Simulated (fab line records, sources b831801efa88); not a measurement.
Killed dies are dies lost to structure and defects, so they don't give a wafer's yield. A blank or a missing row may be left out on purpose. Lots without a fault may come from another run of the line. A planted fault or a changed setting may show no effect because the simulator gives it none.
Problem report in the 8D (eight disciplines) form, filled by code | flow sky130 | the parts of the form that need people (team, actions taken, sign-off) are left out

1. THE PROBLEM
time_to_endpoint_s at SKY_FIELD_ISO_CMP_27 reads a mean of 215 s on 2 wafers of 2 lots; wafers without a fault read 111 s with a standard deviation of 5.5. That is +19 standard deviations from the usual mean.
The step: polishes, stops on Si3N4, t overpolish 16 s, target thk 457.8 nm.
First seen on wafer L144.6, day 5 21:22, on cmp-01. The record holds 36 wafers of 12 lots with a number at this step. Rule for "out", or "out of limits": more than 4 standard deviations from the usual mean. The other wafers with a number count as sound.

2. WHAT IT IS AND WHAT IT IS NOT
question                    | is                 | is not
which readings at this step | time_to_endpoint_s | motor_current_A, overpolish_run_s
which lots                  | L144, L145         | L128, L131, L132, L133, L134, L135, L136, L138, L141, L142
which wafers of those lots  | L144.6, L145.1     | L144.2, L144.4, L145.3, L145.4
read on which tools         | cmp-01             | cmp-02
when                        | from day 5 21:22   | up to then (32 sound wafers); but 2 sound wafers of L145 came after

3. SUSPECTS, AND WHAT RULES EACH OUT
Counting: a tool at a process step up to the reading stays a suspect if it ran every lot that is out. Sound lots after the first of them don't rule it out here, since some wafers of a struck lot are sound.
- cmp-01 at SKY_FIELD_ISO_CMP_27 (polishes, stops on Si3N4, t overpolish 16 s, target thk 457.8 nm): kept. It ran every lot that is out, first L144 (day 5 21:22); its last sound lot up to then is L141 (day 5 03:35). Its own readings are out on those wafers: time_to_endpoint_s.
Left after counting: cmp-01 at SKY_FIELD_ISO_CMP_27.

4. THE CAUSE (what the simulator had put in)
Process parameter drift: cmp-01, from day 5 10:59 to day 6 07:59, at SKY_FIELD_ISO_CMP_27. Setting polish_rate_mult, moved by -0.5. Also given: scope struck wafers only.
Counting left only this tool.

5. THE CHAIN OF EFFECTS, in route order
Each row: a reading whose mean over the struck wafers that have a number lies more than 3 standard deviations from the usual. Only readings for which the record gives a usual standard deviation are gone through. hours: the time from each lot's start at the first step in this table that gives one to its start at this step, as a median over the lots. sigmas: the change in usual standard deviations.
hours | step                 | reading            | usual | on struck wafers | change | sigmas
0     | SKY_FIELD_ISO_CMP_27 | time_to_endpoint_s | 111 s | 215              | +104   | +19
The process steps in it:
- SKY_FIELD_ISO_CMP_27: polishes, stops on Si3N4, t overpolish 16 s, target thk 457.8 nm.

6. WHAT WOULD HAVE CAUGHT IT SOONER
In this record the first reading out of limits was taken at day 5 21:22, 10 hours after the fault began at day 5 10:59.
